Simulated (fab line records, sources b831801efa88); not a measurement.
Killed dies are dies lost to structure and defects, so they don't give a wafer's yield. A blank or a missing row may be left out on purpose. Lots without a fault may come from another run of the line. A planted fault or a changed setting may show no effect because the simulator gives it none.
Problem report in the 8D (eight disciplines) form, filled by code | flow sky130 | the parts of the form that need people (team, actions taken, sign-off) are left out

1. THE PROBLEM
oes_product_au at SKY_FIELD_ISO_ETCH_14 reads a mean of 0.827 a.u. on 6 wafers of 2 lots; wafers without a fault read 0.854 a.u. with a standard deviation of 0.0046. That is -5.9 standard deviations from the usual mean.
The step: etches BARC in N2/H2, stops on SiO2, time 45.9 s, target depth 60 nm.
First seen on wafer L679.2, day 5 05:52, on rie_diel-02. The record holds 30 wafers of 10 lots with a number at this step. Rule for "out", or "out of limits": more than 4 standard deviations from the usual mean. The other wafers with a number count as sound.

2. WHAT IT IS AND WHAT IT IS NOT
question                    | is                     | is not
which readings at this step | oes_product_au         | drypump_motor_current_A, throttle_valve_pct
which lots                  | L679, L682             | L666, L671, L675, L677, L678, L683, L686, L687
which wafers of those lots  | all that have a number | -
read on which tools         | rie_diel-02            | rie_diel-01, rie_diel-03
when                        | from day 5 05:52       | up to then (15 sound wafers); but 9 sound wafers of L683, L686, L687 came after

3. SUSPECTS, AND WHAT RULES EACH OUT
Counting: a tool at a process step up to the reading stays a suspect if it ran every lot that is out and no sound lot after the first of them.
- rie_diel-02 at SKY_FIELD_ISO_ETCH_14 (etches BARC in N2/H2, stops on SiO2, time 45.9 s, target depth 60 nm): kept. It ran every lot that is out, first L679 (day 5 05:52), and no sound lot after that; its last sound lot up to then is L678 (day 5 00:05). Its own readings are out on those wafers: oes_product_au.
Left after counting: rie_diel-02 at SKY_FIELD_ISO_ETCH_14.

4. THE CAUSE (what the simulator had put in)
Process parameter drift: rie_diel-02, from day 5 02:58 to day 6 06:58, at SKY_FIELD_ISO_ETCH_14. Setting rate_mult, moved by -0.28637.
Counting left only this tool.

5. THE CHAIN OF EFFECTS, in route order
Each row: a reading whose mean over the struck wafers that have a number lies more than 3 standard deviations from the usual. Only readings for which the record gives a usual standard deviation are gone through. hours: the time from each lot's start at the first step in this table that gives one to its start at this step, as a median over the lots. sigmas: the change in usual standard deviations.
hours | step                  | reading             | usual      | on struck wafers | change | sigmas
0     | SKY_FIELD_ISO_ETCH_14 | oes_product_au      | 0.854 a.u. | 0.827            | -0.027 | -5.9
0     | SKY_FIELD_ISO_ETCH_15 | oes_product_au      | 0.942 a.u. | 0.896            | -0.046 | -6.6
1054  | SKY_PAD_OPEN_PROBE_99 | killed_at_front_end | 16         | 41               | +25    | +5.8
1054  | SKY_PAD_OPEN_PROBE_99 | killed_dies         | 86         | 113              | +27    | +3.1
1054  | SKY_PAD_OPEN_PROBE_99 | killed_on_rim       | 17         | 33               | +16    | +4.6
The process steps in it:
- SKY_FIELD_ISO_ETCH_14: etches BARC in N2/H2, stops on SiO2, time 45.9 s, target depth 60 nm.
- SKY_FIELD_ISO_ETCH_15: etches the open film in CHF3/O2, stops on Si, target depth 180 nm, time 72 s.
- SKY_PAD_OPEN_PROBE_99
Later measuring or inspecting steps at which every struck wafer that the step has a row for has a number for every such reading, and none has moved that far: SKY_FIELD_ISO_THK_MEAS_25.

6. WHAT WOULD HAVE CAUGHT IT SOONER
In this record the first reading out of limits was taken at day 5 05:52, 3 hours after the fault began at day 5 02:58.
